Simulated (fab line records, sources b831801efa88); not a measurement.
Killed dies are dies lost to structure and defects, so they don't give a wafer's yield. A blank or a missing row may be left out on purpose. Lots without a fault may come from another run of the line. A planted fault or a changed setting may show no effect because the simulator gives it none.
Chamber matching | flow sky130 | SKY_CAP2M_CVD_00 on pecvd-02: 3 sister chambers
The step deposits SiO2, target thk 15.5 nm. 24 wafers are shown with their chamber, then 12 later ones without.

WAFERS WITH THEIR CHAMBER
wafer  | chamber | heater_power_outer_w (W) | heater_power_w (W) | rf_fwd_power_W (W)
L076.1 | 2       | 395                      | 671                | 444.1
L076.3 | 2       | 391                      | 671                | 446.0
L076.5 | 0       | 466                      | 776                | 441.8
L075.3 | 0       | 439                      | 733                | 443.1
L075.4 | 2       | 469                      | 772                | 444.1
L075.5 | 0       | 447                      | 753                | 441.6
L077.2 | 2       | 378                      | 668                | 444.9
L077.3 | 1       | 558                      | 890                | 442.6
L077.5 | 2       | 383                      | 660                | 445.6
L081.2 | 2       | 457                      | 770                | 441.9
L081.3 | 1       | 585                      | 913                | 442.7
L081.4 | 2       | 446                      | 762                | 442.8
L083.4 | 0       | 454                      | 793                | 444.9
L083.5 | 2       | 436                      | 740                | 444.2
L083.6 | 1       | 564                      | 924                | 444.4
L084.3 | 1       | 561                      | 902                | 440.2
L084.4 | 2       | 393                      | 673                | 442.8
L084.6 | 1       | 558                      | 900                | 440.7
L086.1 | 0       | 435                      | 733                | 441.9
L086.4 | 0       | 426                      | 724                | 443.1
L086.5 | 2       | 455                      | 769                | 444.5
L087.2 | 0       | 386                      | 678                | 442.6
L087.4 | 1       | 481                      | 791                | 442.6
L087.6 | 2       | 397                      | 680                | 442.8

SIGNATURES (means of the wafers above)
reading              | chamber 0 | chamber 1 | chamber 2 | scatter within a chamber
heater_power_outer_w | 436.14    | 551.17    | 418.18    | 32.5
heater_power_w       | 741.43    | 886.67    | 712.36    | 45.9
rf_fwd_power_W       | 442.714   | 442.200   | 443.973   | 1.31
Rule: a wafer's distance from a chamber is the root of the sum, over the readings, of the square of ((its reading less the chamber's mean) divided by the reading's scatter). The wafer belongs to the nearest chamber; if the next one is less than 2 further off, it can't be placed. The scatter: the root of (the sum of the squares of (reading less its chamber's mean) over the shown wafers, divided by (wafers less chambers)).

WAFERS WITHOUT THEIR CHAMBER
wafer  | heater_power_outer_w (W) | heater_power_w (W) | rf_fwd_power_W (W)
L091.1 | 556                      | 883                | 441.5
L091.4 | 553                      | 886                | 443.6
L091.5 | 438                      | 750                | 443.9
L092.4 | 589                      | 916                | 441.5
L092.5 | 468                      | 786                | 445.9
L092.6 | 474                      | 777                | 445.7
L094.1 | 448                      | 744                | 440.3
L094.2 | 553                      | 871                | 441.0
L094.4 | 433                      | 742                | 445.0
L096.3 | 455                      | 788                | 445.8
L096.5 | 463                      | 778                | 446.3
L096.6 | 467                      | 762                | 440.9

WHICH CHAMBER EACH WENT THROUGH
wafer  | from the rows above          | in truth
L091.1 | 1                            | 1
L091.4 | 1                            | 1
L091.5 | can't be placed: 0 or 2      | 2
L092.4 | 1                            | 1
L092.5 | can't be placed: 2 or 0 or 1 | 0
L092.6 | can't be placed: 2 or 0 or 1 | 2
L094.1 | can't be placed: 0 or 2      | 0
L094.2 | 1                            | 1
L094.4 | can't be placed: 2 or 0      | 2
L096.3 | can't be placed: 2 or 0      | 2
L096.5 | can't be placed: 2 or 0      | 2
L096.6 | can't be placed: 0 or 2      | 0
Placed correctly: 4 of 12. Can't be placed from these rows: 8 (the true chamber is among the candidates in 8). Placed wrongly: 0.
